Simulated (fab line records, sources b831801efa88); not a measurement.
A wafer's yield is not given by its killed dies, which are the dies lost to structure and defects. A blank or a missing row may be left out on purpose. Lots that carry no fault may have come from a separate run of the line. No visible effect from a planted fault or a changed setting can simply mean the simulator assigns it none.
Split-lot trial || flow sky130 || 23 wafers read from 5 lots, route of 708 steps

== THE SPLIT ==
At SKY_RES_XHIGH_IMPLANT_07, the setting dose cm2 was moved away from the recipe's 3.6e+14 on 6 of the 23 wafers read, by -5.0% to -2.5%. This setting was run at the recipe's value on the other wafers.

== FROM THE SPLIT TO THE READING: what the file shows between them, 7 steps ==
- SKY_SD_N_IMPLANT_09 (also split here: energy kev)
- SKY_SD_N_IMPLANT_10
- SKY_SD_N_STRIP_11: strips in O2/N2
- SKY_SD_N_CLEAN_13: cleans in SC1/SC2, time 150 s
- SKY_SD_N_RTA_14: time 2 s
- SKY_SD_N_RS_MEAS_16: measures by four-point-probe
- SKY_SD_N_RS_MEAS_17: measures by four-point-probe

== THE READING ==
Measured at SKY_SD_N_RS_MEAS_18 by four-point probe: RES_XHIGH_RS, in ohm/sq. Fault-free wafers of this fab line usually give 333.3 ohm/sq, standard deviation 1.1 ohm/sq.

{"wafer": "L076.2", "tool, chamber at the split": "implanter-02, 0", "dose cm2 as run": 3.6e+14, "against the recipe": "recipe", "RES_XHIGH_RS, ohm/sq": 334.5, "against lot-mates on the recipe": "-"}
{"wafer": "L076.3", "tool, chamber at the split": "implanter-02, 0", "dose cm2 as run": 3.6e+14, "against the recipe": "recipe", "RES_XHIGH_RS, ohm/sq": 335.2, "against lot-mates on the recipe": "-"}
{"wafer": "L076.4", "tool, chamber at the split": "implanter-02, 0", "dose cm2 as run": 3.6e+14, "against the recipe": "recipe", "RES_XHIGH_RS, ohm/sq": 334.7, "against lot-mates on the recipe": "-"}
{"wafer": "L080.1", "tool, chamber at the split": "implanter-04, 0", "dose cm2 as run": 3.6e+14, "against the recipe": "recipe", "RES_XHIGH_RS, ohm/sq": 331.7, "against lot-mates on the recipe": "-"}
{"wafer": "L080.2", "tool, chamber at the split": "implanter-04, 0", "dose cm2 as run": 3.6e+14, "against the recipe": "recipe", "RES_XHIGH_RS, ohm/sq": 331.5, "against lot-mates on the recipe": "-"}
{"wafer": "L080.3", "tool, chamber at the split": "implanter-04, 0", "dose cm2 as run": 3.6e+14, "against the recipe": "recipe", "RES_XHIGH_RS, ohm/sq": 333.2, "against lot-mates on the recipe": "-"}
{"wafer": "L080.4", "tool, chamber at the split": "implanter-04, 0", "dose cm2 as run": 3.6e+14, "against the recipe": "recipe", "RES_XHIGH_RS, ohm/sq": 333.6, "against lot-mates on the recipe": "-"}
{"wafer": "L080.6", "tool, chamber at the split": "implanter-04, 0", "dose cm2 as run": 3.6e+14, "against the recipe": "recipe", "RES_XHIGH_RS, ohm/sq": 332.4, "against lot-mates on the recipe": "-"}
{"wafer": "L081.1", "tool, chamber at the split": "implanter-01, 0", "dose cm2 as run": 3.509e+14, "against the recipe": "-2.5%", "RES_XHIGH_RS, ohm/sq": 341.7, "against lot-mates on the recipe": "+6.7"}
{"wafer": "L081.2", "tool, chamber at the split": "implanter-01, 0", "dose cm2 as run": 3.6e+14, "against the recipe": "recipe", "RES_XHIGH_RS, ohm/sq": 335.2, "against lot-mates on the recipe": "-"}
{"wafer": "L081.3", "tool, chamber at the split": "implanter-01, 0", "dose cm2 as run": 3.509e+14, "against the recipe": "-2.5%", "RES_XHIGH_RS, ohm/sq": 341.4, "against lot-mates on the recipe": "+6.4"}
{"wafer": "L081.4", "tool, chamber at the split": "implanter-01, 0", "dose cm2 as run": 3.509e+14, "against the recipe": "-2.5%", "RES_XHIGH_RS, ohm/sq": 343.4, "against lot-mates on the recipe": "+8.4"}
{"wafer": "L081.5", "tool, chamber at the split": "implanter-01, 0", "dose cm2 as run": 3.6e+14, "against the recipe": "recipe", "RES_XHIGH_RS, ohm/sq": 334.8, "against lot-mates on the recipe": "-"}
{"wafer": "L083.2", "tool, chamber at the split": "implanter-02, 0", "dose cm2 as run": 3.6e+14, "against the recipe": "recipe", "RES_XHIGH_RS, ohm/sq": 333.8, "against lot-mates on the recipe": "-"}
{"wafer": "L083.3", "tool, chamber at the split": "implanter-02, 0", "dose cm2 as run": 3.6e+14, "against the recipe": "recipe", "RES_XHIGH_RS, ohm/sq": 334.2, "against lot-mates on the recipe": "-"}
{"wafer": "L083.4", "tool, chamber at the split": "implanter-02, 0", "dose cm2 as run": 3.6e+14, "against the recipe": "recipe", "RES_XHIGH_RS, ohm/sq": 334.7, "against lot-mates on the recipe": "-"}
{"wafer": "L083.5", "tool, chamber at the split": "implanter-02, 0", "dose cm2 as run": 3.6e+14, "against the recipe": "recipe", "RES_XHIGH_RS, ohm/sq": 335.2, "against lot-mates on the recipe": "-"}
{"wafer": "L083.6", "tool, chamber at the split": "implanter-02, 0", "dose cm2 as run": 3.6e+14, "against the recipe": "recipe", "RES_XHIGH_RS, ohm/sq": 333.1, "against lot-mates on the recipe": "-"}
{"wafer": "L082.1", "tool, chamber at the split": "implanter-04, 0", "dose cm2 as run": 3.6e+14, "against the recipe": "recipe", "RES_XHIGH_RS, ohm/sq": 333.0, "against lot-mates on the recipe": "-"}
{"wafer": "L082.2", "tool, chamber at the split": "implanter-04, 0", "dose cm2 as run": 3.6e+14, "against the recipe": "recipe", "RES_XHIGH_RS, ohm/sq": 333.4, "against lot-mates on the recipe": "-"}
{"wafer": "L082.3", "tool, chamber at the split": "implanter-04, 0", "dose cm2 as run": 3.42e+14, "against the recipe": "-5.0%", "RES_XHIGH_RS, ohm/sq": 348.3, "against lot-mates on the recipe": "+15.1"}
{"wafer": "L082.4", "tool, chamber at the split": "implanter-04, 0", "dose cm2 as run": 3.42e+14, "against the recipe": "-5.0%", "RES_XHIGH_RS, ohm/sq": 347.9, "against lot-mates on the recipe": "+14.7"}
{"wafer": "L082.6", "tool, chamber at the split": "implanter-04, 0", "dose cm2 as run": 3.42e+14, "against the recipe": "-5.0%", "RES_XHIGH_RS, ohm/sq": 349.0, "against lot-mates on the recipe": "+15.8"}

THE FIT
A straight line over all 23 wafers: RES_XHIGH_RS changes by -2.99 ohm/sq for each +1% of dose cm2; r = -0.98; the points scatter about the line by 1.1 ohm/sq.
The same after taking each lot's own level away (the mean of its wafers on the recipe; 23 wafers): -3.01 ohm/sq for each +1%; r = -0.99; scatter 0.69 ohm/sq.
According to that fit, moving dose cm2 by its largest amount changes the reading by 15 ohm/sq.
Measured against the standard deviation above, the lots' own levels, which go from 332.48 to 335.00 ohm/sq, span 2.3 times it.
So the lot-to-lot level changes the slope little: the two slopes agree.
Check: with one of the wafers moved furthest among these (-5.0%) left out of the fit, the line predicts +15 ohm/sq for it against its lot-mates. It came out at +15.1 ohm/sq against them.

== FURTHER SPLITS ON THESE WAFERS ==
Note: prior to the reading, these wafers also went through further splits. Each is held against what the fit with the lots' levels taken away leaves over:
{"other split on the same wafers": "SKY_LDD_P_IMPLANT_09 dose cm2", "wafers away from the commonest value": 10, "r with RES_XHIGH_RS (lot level and that fit taken away)": -0.13}
{"other split on the same wafers": "SKY_LDD_HVP_IMPLANT_08 energy kev", "wafers away from the commonest value": 8, "r with RES_XHIGH_RS (lot level and that fit taken away)": "+0.11"}
{"other split on the same wafers": "SKY_POLY_CUT_EXPOSE_05 dose mj", "wafers away from the commonest value": 6, "r with RES_XHIGH_RS (lot level and that fit taken away)": -0.43}
{"other split on the same wafers": "SKY_POLY_CUT_ETCH_10 time s", "wafers away from the commonest value": 8, "r with RES_XHIGH_RS (lot level and that fit taken away)": -0.14}
{"other split on the same wafers": "SKY_SD_P_IMPLANT_09 energy kev", "wafers away from the commonest value": 7, "r with RES_XHIGH_RS (lot level and that fit taken away)": "+0.11"}
{"other split on the same wafers": "SKY_SD_N_IMPLANT_09 energy kev", "wafers away from the commonest value": 10, "r with RES_XHIGH_RS (lot level and that fit taken away)": "+0.16"}

== FILE'S OWN FIT ==
RES_XHIGH_RS changes by -3 ohm/sq for each +1% of dose cm2, r = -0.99.
